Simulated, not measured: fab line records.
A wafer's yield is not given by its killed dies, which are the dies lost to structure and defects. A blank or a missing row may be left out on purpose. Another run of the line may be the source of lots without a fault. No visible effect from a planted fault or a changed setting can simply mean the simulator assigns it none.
Matching of chambers	flow gf180mcu	GF_V3_CMP_26 on cmp-01 has 4 sister chambers
The step polishes, stops on SiO2, t overpolish 15 s, target thk 0 nm. 20 wafers are shown with their chamber, then 9 later ones without.

EACH WAFER AND ITS CHAMBER
wafer	chamber	motor current A (A)	time to endpoint s (s)	retaining ring pressure frac
L362.3	2	11.8	83	0.999
L362.4	0	9.8	85	0.997
L362.6	2	11.2	86	1.001
L364.2	2	11.6	87	0.989
L364.4	0	10.2	87	1.000
L364.5	0	10.2	85	0.997
L365.2	3	10.9	87	0.992
L365.3	1	12.4	84	1.004
L365.4	0	10.5	88	1.001
L366.2	3	10.6	85	1.003
L366.3	0	9.7	90	1.003
L366.4	1	12.0	81	0.997
L371.1	1	11.6	84	0.996
L371.2	2	12.0	84	0.994
L371.4	0	10.2	86	0.996
L372.2	0	10.2	93	1.004
L372.4	1	11.5	87	0.987
L372.6	0	9.8	87	0.999
L373.1	2	12.0	92	0.990
L373.2	3	11.3	89	0.993

SIGNATURES (means of the wafers above)
reading	chamber 0	chamber 1	chamber 2	chamber 3	scatter within a chamber
motor current A	10.075	11.875	11.720	10.933	0.33
time to endpoint s	87.62	84.00	86.40	87.00	2.82
retaining ring pressure frac	0.99962	0.99600	0.99460	0.99600	0.00496
Rule: for a wafer and a chamber, the distance is found by dividing, reading by reading, the gap between the wafer's reading and the chamber's mean by the reading's scatter, squaring, summing and taking the root. The wafer belongs to the nearest chamber; if the next one is less than 2 further off, it can't be placed. The scatter: the root of (the sum of the squares of (reading less its chamber's mean) over the shown wafers, divided by (wafers less chambers)).

WAFERS WITH NO CHAMBER GIVEN
wafer	motor current A (A)	time to endpoint s (s)	retaining ring pressure frac
L373.4	9.0	89	0.994
L374.2	11.9	89	0.991
L374.3	9.6	94	0.993
L374.6	9.9	91	0.995
L377.1	11.6	86	1.002
L377.3	12.2	87	0.992
L382.1	11.8	80	1.006
L382.3	11.0	85	1.005
L382.6	11.8	83	0.998

THE CHAMBER EACH PASSED THROUGH
wafer	from the rows above	in truth
L373.4	0	0
L374.2	can't be placed: 2 or 1 or 3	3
L374.3	can't be placed: 0 or 3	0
L374.6	can't be placed: 0 or 3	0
L377.1	can't be placed: 2 or 1 or 3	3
L377.3	can't be placed: 2 or 1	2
L382.1	can't be placed: 1 or 2 or 3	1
L382.3	can't be placed: 3 or 2 or 0 or 1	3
L382.6	can't be placed: 1 or 2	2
Placed correctly: 1 of 9. These rows do not allow placing 8 (true chamber among the candidates in 8). Wrongly placed: 0.
